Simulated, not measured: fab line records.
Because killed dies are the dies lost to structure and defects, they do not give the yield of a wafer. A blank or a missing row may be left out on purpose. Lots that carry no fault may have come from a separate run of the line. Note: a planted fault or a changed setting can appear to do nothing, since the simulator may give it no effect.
Struck lot and sound lot, side by side / flow sky130 / 20 steps out of a route of 708
Sound: the wafers L118.2, L118.5, L118.6. Wafers L129.1, L129.2 were the ones struck. At the end, the cause is stated.
At each step with rows: each side's tool, then ch and its chambers, then its first start. Under that, the readings that differ: sound wafers / struck wafers / difference of the means / sigmas: that difference in standard deviations of wafers without a fault.
alike: words and numbers the same on both sides, and readings whose means are apart by under 2 such deviations; not compared: readings that were withheld, readings missing a value for some wafer, numbers with overlapping values and no deviation given by the record, and bounds like >300 which may hide the same value.
A row with sigmas, a row that says differs or no value, or rows on one side alone: a step with any of these is where the two part. When numbers do not overlap yet have no deviation, they are printed without sigmas and do not part them. Lack of a reading on every wafer of one side parts them only where that side has two or more wafers.

SKY_FIELD_ISO_BOW_MEAS_00:
  sound: filmMetro-01 at day 1 15:01; struck: filmMetro-04 at day 3 22:00
  alike: INCOMING_BOW
then, 1 step without rows for these wafers: SKY_FIELD_ISO_OXIDATION_01 (stabilise 600 s, purge 300 s, target thk 12 nm).
SKY_FIELD_ISO_THK_MEAS_02:
  sound: filmMetro-04 at day 1 16:57; struck: filmMetro-02 at day 3 23:38
  alike: FIELD_ISO_OXIDATION_00_THK
then, 1 step without rows for these wafers: SKY_FIELD_ISO_CVD_03 (deposits Si3N4 from DCS/NH3, target thk 165 nm, time 2830 s).
SKY_FIELD_ISO_THK_MEAS_04:
  sound: filmMetro-04 at day 1 18:48; struck: filmMetro-01 at day 4 01:29
  alike: FIELD_ISO_CVD_03_THK
then, 3 steps without rows for these wafers: SKY_FIELD_ISO_DEHYDRATE_05 (time 60 s); SKY_FIELD_ISO_HMDS_06 (prime time 60 s); SKY_FIELD_ISO_COAT_07 (resist thk 60 nm).
SKY_FIELD_ISO_COAT_08: resist thk 450 nm.
  sound on lithoTrack-01 ch 0, day 2 02:00; struck on lithoTrack-01 ch 0, day 4 09:00
reading=model.KrF-thick_of_FIELD_ISO_COAT_08.thkNm (nm); sound=450.1 449.6 448.7; struck=375.3 377.1; difference=-73.3; sigmas=
then, 4 steps without rows for these wafers: SKY_FIELD_ISO_SOFTBAKE_09 (time 90 s); SKY_FIELD_ISO_EXPOSE_10 (exposes mask FOM, target cd 150 nm); SKY_FIELD_ISO_PEB_11; SKY_FIELD_ISO_DEVELOP_12 (develop time 60 s).
SKY_FIELD_ISO_CD_MEAS_13 targets a cd of 150 nm.
  sound: cdSem-02 at day 2 09:54; struck: cdSem-02 at day 4 18:44
reading=cdNm (nm); sound=148.7 150.1 149.9; struck=147.2 145.7; difference=-3.1; sigmas=-2
SKY_FIELD_ISO_ETCH_14: etches BARC in N2/H2, stops on SiO2, time 45.9 s, target depth 60 nm.
  sound on rieDiel-02 ch 0,1,2, day 2 10:00; struck on rieDiel-02 ch 1,2, day 4 18:51
reading=throttleValvePct (%); sound=13.230 13.236 13.253; struck=13.211 13.227; difference=-0.021; sigmas=-3
reading=model.FIELD_ISO.cdNm (nm); sound=148.2 149.4 149.3; struck=147.2 145.1; difference=-2.8; sigmas=
  alike: drypumpMotorCurrentA, oesProductAu
  not compared: rfHoursCounterH
SKY_FIELD_ISO_ETCH_15: etches the open film in CHF3/O2, stops on Si, target depth 180 nm, time 72 s.
  sound on rieDiel-02 ch 0,1,2, day 2 10:03; struck on rieDiel-02 ch 1,2, day 4 18:54
reading=model.KrF-thick_of_FIELD_ISO_COAT_08.thkNm (nm); sound=233.3 239.5 235.9; struck=165.2 165.7; difference=-70.8; sigmas=
  alike: drypumpMotorCurrentA, oesProductAu, throttleValvePct
  not compared: rfHoursCounterH
SKY_FIELD_ISO_STRIP_16: strips in O2/N2.
  sound on plasmaAsher-02 ch 0,1, day 2 10:06; struck on plasmaAsher-01 ch 0,1, day 4 18:57
reading=oesProductAu (a.u.); sound=0.372 0.378 0.376; struck=0.344 0.347; difference=-0.030; sigmas=-7
reading=stripTimeToEndpointS (s); sound=3.513 3.595 3.543; struck=2.775 2.784; difference=-0.771; sigmas=-29
  alike: drypumpMotorCurrentA
  not compared: rfHoursCounterH
SKY_FIELD_ISO_ETCH_17: etches Si in HBr/Cl2/O2, target depth 342 nm, time 97.7 s.
  sound on rieSi-02 ch 2,3, day 2 10:12; struck on rieSi-02 ch 0,2, day 4 19:03
reading=model.FIELD_ISO.cdNm (nm); sound=148.8 148.6 149.3; struck=146.7 145.8; difference=-2.7; sigmas=
  alike: drypumpMotorCurrentA, oesProductAu, throttleValvePct
  not compared: rfHoursCounterH
then, 1 step without rows for these wafers: SKY_FIELD_ISO_WET_ETCH_18 (etches Si3N4 in H3PO4, target depth 25 nm, time 286 s).
-- the record jumps here: 44 days lie between the struck wafers' starts before and after (it left off in module FIELD_ISO and takes up again in module PAD_OPEN, whose first step shown is number 708 of the route) --
SKY_PAD_OPEN_PROBE_99:
  rows exist in the record for the struck wafers here (prober-01, day 48 15:01), but not for the sound ones

== WHERE THEY PART ==
Last at SKY_PAD_OPEN_PROBE_99 as far as this record goes, first at SKY_FIELD_ISO_CD_MEAS_13.

WHY: what the simulator had put in
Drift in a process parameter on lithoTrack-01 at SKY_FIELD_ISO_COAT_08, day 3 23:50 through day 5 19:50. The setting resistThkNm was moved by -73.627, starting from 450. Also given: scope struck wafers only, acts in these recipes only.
